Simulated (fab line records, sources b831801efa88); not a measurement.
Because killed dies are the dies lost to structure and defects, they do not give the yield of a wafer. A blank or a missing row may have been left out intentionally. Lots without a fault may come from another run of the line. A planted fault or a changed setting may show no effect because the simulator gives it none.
Matching of chambers -- flow gf180mcu -- GF_V1_CMP_26 on cmp-02 has 4 sister chambers
The step polishes, stops on SiO2, t overpolish 15 s, target thk 0 nm. 14 wafers are shown with their chamber, then 7 later ones without.

## WAFERS, EACH WITH ITS CHAMBER
wafer,chamber,time_to_endpoint_s (s),motor_current_A (A),retaining_ring_pressure_frac
L774.1,2,76,12.3,0.999
L774.3,3,86,11.0,0.996
L774.6,0,82,11.6,0.996
L777.1,3,87,11.4,1.009
L777.2,0,84,11.6,0.999
L777.3,1,82,12.2,1.001
L778.2,1,81,12.1,0.999
L778.5,2,81,12.3,0.999
L778.6,1,83,12.1,1.000
L779.2,0,83,11.3,0.995
L779.3,1,83,12.2,0.997
L779.6,3,86,11.4,1.008
L780.1,2,81,11.4,1.001
L780.5,0,80,12.0,1.007

SIGNATURES (averages over the wafers above)
reading,chamber 0,chamber 1,chamber 2,chamber 3,scatter within a chamber
time_to_endpoint_s,82.25,82.25,79.33,86.33,1.7
motor_current_A,11.625,12.150,12.000,11.267,0.301
retaining_ring_pressure_frac,0.99925,0.99925,0.99967,1.00433,0.00453
Rule: distance of a wafer from a chamber = root of the sum over the readings of ((wafer's reading minus chamber's mean) / reading's scatter) squared. The wafer belongs to the nearest chamber; if the next one is less than 2 further off, it can't be placed. The scatter: take each reading less its chamber's mean, square it, sum over the shown wafers, divide by the number of wafers less the number of chambers, and take the root.

## WAFERS WITHOUT THEIR CHAMBER
wafer,time_to_endpoint_s (s),motor_current_A (A),retaining_ring_pressure_frac
L780.6,82,12.2,0.992
L787.4,81,11.9,0.994
L787.5,78,12.0,1.001
L787.6,84,12.0,0.996
L797.2,79,12.3,0.996
L797.4,78,11.4,0.999
L797.5,81,11.5,1.000

## WHICH CHAMBER EACH WENT THROUGH
wafer,from the rows above,in truth
L780.6,can't be placed: 1 or 2 or 0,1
L787.4,can't be placed: 1 or 2 or 0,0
L787.5,can't be placed: 2 or 1 or 0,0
L787.6,can't be placed: 1 or 0 or 2 or 3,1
L797.2,can't be placed: 2 or 1 or 0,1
L797.4,can't be placed: 2 or 0 or 1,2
L797.5,can't be placed: 0 or 2 or 1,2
Correctly placed: 0 of 7. These rows do not allow placing 7 (true chamber among the candidates in 7). Number placed wrongly: 0.
